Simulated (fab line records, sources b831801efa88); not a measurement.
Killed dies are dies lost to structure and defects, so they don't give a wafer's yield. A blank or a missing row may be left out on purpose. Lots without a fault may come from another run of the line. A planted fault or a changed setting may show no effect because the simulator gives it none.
Which tool did it? | flow gf180mcu | 14 lots, 42 wafers sampled, at 5 steps of a route of 602

WHAT THE GAUGES READ, wafer by wafer
GF_POLY_GATE_CD_MEAS_10: target cd 280 nm.
lot  | measured     | on        | cd_nm (nm)
L929 | day 9 10:23  | cd_sem-01 | 278.9 279.3 279.7
L931 | day 10 00:08 | cd_sem-01 | 280.8 279.9 281.1
L933 | day 10 08:44 | cd_sem-01 | 280.5 279.8 281.3
L934 | day 10 18:35 | cd_sem-01 | 278.1 279.3 279.6
L935 | day 10 23:19 | cd_sem-02 | 282.2 283.1 282.2
L936 | day 11 08:43 | cd_sem-02 | 281.6 281.8 281.2
L937 | day 11 12:52 | cd_sem-02 | 278.4 279.2 279.7
L938 | day 11 17:39 | cd_sem-01 | 280.9 279.5 281.2
L940 | day 12 09:39 | cd_sem-01 | 279.3 279.4 279.6
L942 | day 13 03:46 | cd_sem-01 | 277.9 280.3 280.0
L947 | day 14 10:59 | cd_sem-01 | 280.7 281.2 281.0
L948 | day 14 20:22 | cd_sem-02 | 280.2 282.1 281.0
L949 | day 15 05:49 | cd_sem-02 | 281.6 281.3 280.9
L950 | day 15 10:33 | cd_sem-02 | 279.3 278.4 277.6

GF_HV_LDD_TW_MEAS_50.
lot  | measured     | on            | HV_LDD_4_TW
L929 | day 12 15:27 | film_metro-01 | 559 561 563
L931 | day 13 07:34 | film_metro-04 | 569 573 570
L933 | day 13 17:10 | film_metro-04 | 568 570 570
L934 | day 14 03:56 | film_metro-04 | 572 574 572
L935 | day 14 08:40 | film_metro-04 | 573 568 569
L936 | day 14 19:26 | film_metro-04 | 571 571 570
L937 | day 15 01:51 | film_metro-01 | 564 563 564
L938 | day 15 06:12 | film_metro-03 | 511 510 512
L940 | day 16 00:01 | film_metro-01 | 502 499 501
L942 | day 16 21:31 | film_metro-01 | 559 559 563
L947 | day 18 09:19 | film_metro-04 | 570 570 564
L948 | day 18 19:09 | film_metro-03 | 575 577 577
L949 | day 19 05:03 | film_metro-03 | 572 578 575
L950 | day 19 12:05 | film_metro-04 | 572 573 575

GF_V2_THK_MEAS_01.
lot  | measured     | on            | V2_CVD_00_THK (nm)
L929 | day 19 14:49 | film_metro-01 | 604 605 608
L931 | day 20 07:11 | film_metro-01 | 584 605 582
L933 | day 20 17:43 | film_metro-04 | 596 596 599
L934 | day 21 11:07 | film_metro-01 | 601 593 605
L935 | day 21 11:45 | film_metro-01 | 595 608 600
L936 | day 21 23:55 | film_metro-01 | 610 595 610
L937 | day 22 06:02 | film_metro-01 | 599 598 597
L938 | day 22 12:43 | film_metro-01 | 600 607 593
L940 | day 23 06:32 | film_metro-01 | 603 601 596
L942 | day 24 05:44 | film_metro-03 | 591 592 590
L947 | day 25 15:40 | film_metro-01 | 604 594 613
L948 | day 25 23:40 | film_metro-03 | 588 598 601
L949 | day 26 08:05 | film_metro-03 | 584 596 592
L950 | day 26 12:56 | film_metro-01 | 587 596 594

WHICH TOOL RAN EACH LOT (tool, then ch and the chambers of the sampled wafers, then the start)
lot  | GF_HV_LDD_IMPLANT_48            | GF_M2_SPUTTER_04
L929 | implanter-01 ch 0, day 12 15:12 | pvd_sputter-04, day 18 13:37
L931 | implanter-01 ch 0, day 13 07:20 | pvd_sputter-04, day 19 06:07
L933 | implanter-02 ch 0, day 13 16:56 | pvd_sputter-03, day 19 16:37
L934 | implanter-01 ch 0, day 14 03:41 | pvd_sputter-03, day 20 10:10
L935 | implanter-03 ch 0, day 14 08:27 | pvd_sputter-03, day 20 11:02
L936 | implanter-03 ch 0, day 14 19:11 | pvd_sputter-04, day 20 23:16
L937 | implanter-03 ch 0, day 15 01:36 | pvd_sputter-03, day 21 05:20
L938 | implanter-03 ch 0, day 15 05:59 | pvd_sputter-03, day 21 12:59
L940 | implanter-03 ch 0, day 15 23:47 | pvd_sputter-03, day 22 05:46
L942 | implanter-01 ch 0, day 16 21:17 | pvd_sputter-02, day 23 06:22
L947 | implanter-01 ch 0, day 18 09:06 | pvd_sputter-03, day 24 17:23
L948 | implanter-01 ch 0, day 18 18:56 | pvd_sputter-03, day 25 01:12
L949 | implanter-01 ch 0, day 19 04:47 | pvd_sputter-02, day 25 10:13
L950 | implanter-02 ch 0, day 19 11:50 | pvd_sputter-04, day 25 14:43
- GF_HV_LDD_IMPLANT_48
- GF_M2_SPUTTER_04: material TiN, target thk 50 nm, time 41.7 s.

WHAT THE TOOLS THEMSELVES READ (means of the sampled wafers that have a number; where no wafer has one, the mark that the record gives instead)
GF_HV_LDD_IMPLANT_48.
lot  | tool         | dose_ions_cm2 | faraday_current_uA
L929 | implanter-01 | 2.995e+13     | 170
L931 | implanter-01 | 2.994e+13     | 167
L933 | implanter-02 | 3.004e+13     | 167
L934 | implanter-01 | 2.998e+13     | 171
L935 | implanter-03 | 3.000e+13     | 171
L936 | implanter-03 | 3.002e+13     | 169
L937 | implanter-03 | 2.998e+13     | 166
L938 | implanter-03 | 2.101e+13     | 120
L940 | implanter-03 | 2.103e+13     | 117
L942 | implanter-01 | 3.000e+13     | 168
L947 | implanter-01 | 2.999e+13     | 174
L948 | implanter-01 | 2.998e+13     | 168
L949 | implanter-01 | 3.002e+13     | 170
L950 | implanter-02 | 3.003e+13     | 169

GF_M2_SPUTTER_04.
lot  | tool           | throttle_valve_pct (%)
L929 | pvd_sputter-04 | 30.7
L931 | pvd_sputter-04 | 30.9
L933 | pvd_sputter-03 | 29.9
L934 | pvd_sputter-03 | 30.2
L935 | pvd_sputter-03 | 28.9
L936 | pvd_sputter-04 | 29.7
L937 | pvd_sputter-03 | 30.7
L938 | pvd_sputter-03 | 30.3
L940 | pvd_sputter-03 | 29.6
L942 | pvd_sputter-02 | 30.9
L947 | pvd_sputter-03 | 29.2
L948 | pvd_sputter-03 | 30.0
L949 | pvd_sputter-02 | 30.8
L950 | pvd_sputter-04 | 30.3

THE ANSWER, worked out from the rows above alone
Rule: what is usual is taken from the lots themselves. Put in order of their means at a reading, lots are off if they are a third of the lots or fewer, leave a main group of 4 or more, and stand apart from it by a gap of 3 or more times the standard deviation of the main group's means; of several such gaps the widest counts. A main group whose means are all the same, to the digits that the tables above print for the reading, isn't used. A lot without any number at a reading at which 4 lots or more have one is off too. The other lots that the step has rows for count as sound. The gauges are gone through in route order, then the tools' own readings, and for those a lot's mean is taken as printed above. The first step at which some lot is off is used, and at that step the reading that is off furthest; a lot without a number counts as furthest.
Off: L938, L940, at GF_HV_LDD_TW_MEAS_50 (HV_LDD_4_TW). The main group: mean 569, standard deviation 5.
A tool fits if, at a process step before that reading, it ran every lot that is off, and no sound lot after the first of them. The gauges at GF_HV_LDD_TW_MEAS_50 aren't tried: what is off there is off at GF_HV_LDD_IMPLANT_48 too, on other tools, and a gauge's error can't cause that. One fits: implanter-03 at GF_HV_LDD_IMPLANT_48. Its last sound lot is L937 (day 15 01:36), its first lot that is off L938 (day 15 05:59): a fault that began between those two fits.
The tool's own readings at GF_HV_LDD_IMPLANT_48 bear it out: on the lots that are off they differ by more than 5 times the standard deviation of the sound lots' means. dose_ions_cm2 reads 2.102e+13 there against 2.999e+13 on the sound lots; faraday_current_uA reads 118 there against 169 on the sound lots.

WHAT THE SIMULATOR HAD PUT IN
Process parameter drift: implanter-03, from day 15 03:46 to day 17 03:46, at GF_HV_LDD_IMPLANT_48. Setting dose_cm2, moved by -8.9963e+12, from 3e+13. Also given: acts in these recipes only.
Lots struck among those shown: L938, L940. The rule above found the same.
